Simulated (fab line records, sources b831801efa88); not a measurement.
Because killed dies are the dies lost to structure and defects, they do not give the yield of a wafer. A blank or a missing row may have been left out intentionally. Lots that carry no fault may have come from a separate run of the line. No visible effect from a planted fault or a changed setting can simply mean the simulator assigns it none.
A lot that was struck, set against a sound lot | flow sky130 | 15 out of 708 route steps
Sound: the wafers L929.1, L929.2, L929.5. Struck: wafer L942.1 (L942.2, L942.6, from the same lot, were not struck and are left out); the cause is given at the end.
Per side, at each step with rows, come the tool, then ch with its chambers, and then its first start. Under that, the readings that differ: sound wafers | struck wafers | difference of the means | sigmas: that difference in standard deviations of wafers without a fault.
alike: readings with means less than 2 such deviations apart, plus words and numbers identical on both sides. not compared: withheld readings, readings lacking a value on some wafer, bounds such as >300 that could conceal the same value, and numbers that have no deviation in the record and whose values overlap.
Wherever a step has rows on one side only, a row that says differs or no value, or a row with sigmas, the two part there. Numbers that don't overlap but have no deviation are shown without sigmas and don't part them. A reading that every wafer of one side lacks parts them only if that side has two wafers or more.

first, 9 steps without rows for these wafers: SKY_CAPM_CLEAN_17 (cleans in O3/DIW); SKY_METAL3_DEHYDRATE_05 (time 60 s); SKY_METAL3_HMDS_06 (prime time 60 s); SKY_METAL3_COAT_07 (resist thk 60 nm); SKY_METAL3_COAT_08 (resist thk 1140 nm); SKY_METAL3_SOFTBAKE_09 (time 90 s); SKY_METAL3_EXPOSE_10 (exposes mask MM3, target cd 300 nm); SKY_METAL3_PEB_11; SKY_METAL3_DEVELOP_12 (develop time 60 s).
SKY_METAL3_CD_MEAS_13 targets a cd of 300 nm.
  sound: cd-sem-01 at day 39 13:14; struck: cd-sem-02 at day 43 08:41
  alike: cd-nm
SKY_METAL3_OVL_MEAS_14:
  sound: overlay-01 at day 39 13:22; struck: overlay-01 at day 43 08:49
  alike: METAL3_OVL
SKY_METAL3_DESCUM_15: chemistry O2, time 8 s.
  sound on rie-metal-02 ch 0,1, day 39 13:23; struck on rie-metal-02 ch 0, day 43 08:50
  alike: chamber-pressure-mTorr, drypump-motor-current-A, oes-product-au, temp-c
  not compared: rf-hours-counter-h
SKY_METAL3_ETCH_16: etches BARC in N2/H2, stops on SiO2, time 88.2 s, target depth 60 nm.
  sound on rie-metal-02 ch 0,1, day 39 13:25; struck on rie-metal-02 ch 0, day 43 08:53
  reading                                       | sound                | struck | difference | sigmas
  oes-product-au (a.u.)                         | 0.623 0.628 0.616    | 0.702  | +0.080     | +19
  run-length-s (s)                              | 117.04 116.03 116.08 | 104.58 | -11.80     | -41
  model.KrF-thick_of_METAL3_COAT_08.thk-nm (nm) | 1075 1073 1071       | 1079   | +6         |
  alike: chamber-pressure-mTorr, drypump-motor-current-A, throttle-valve-pct
  not compared: rf-hours-counter-h
SKY_METAL3_ETCH_17: etches SiO2 in C4F8/O2/Ar, stops on TiN, time 3.9 s, target depth 15 nm.
  sound on rie-diel-02 ch 0,1,2, day 39 13:31; struck on rie-diel-01 ch 2, day 43 08:58
  reading               | sound             | struck | difference | sigmas
  oes-product-au (a.u.) | 0.752 0.751 0.757 | 0.772  | +0.019     | +3
  alike: chamber-pressure-mTorr
  not compared: rf-hours-counter-h
-- the record jumps here: 6 days lie between the struck wafers' starts before and after (it left off in module METAL3 and takes up again in module PAD_OPEN, whose first step shown is number 708 of the route) --
SKY_PAD_OPEN_PROBE_99:
  sound: prober-02 at day 46 16:29; struck: prober-01 at day 49 18:16
  alike: defect-limited-yield, killed_at_M0_to_M3, killed_at_M4_up, killed-at-contacts, killed-at-front-end, killed-at-other, killed-dies, killed-open, killed-short, sort_bin_3_pad_short, sort_bin_5_function, sort_bin_6_memory, sort-n-pass, sort-yield-pct

== WHERE THEY PART ==
Earliest at SKY_METAL3_ETCH_16; latest, in this record, at SKY_METAL3_ETCH_17. Later steps at which nothing parts them and some readings are alike: SKY_PAD_OPEN_PROBE_99.

WHY: the cause the simulator had injected
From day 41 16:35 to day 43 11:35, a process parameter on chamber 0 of rie-metal-02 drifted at SKY_METAL3_ETCH_16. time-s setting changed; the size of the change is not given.
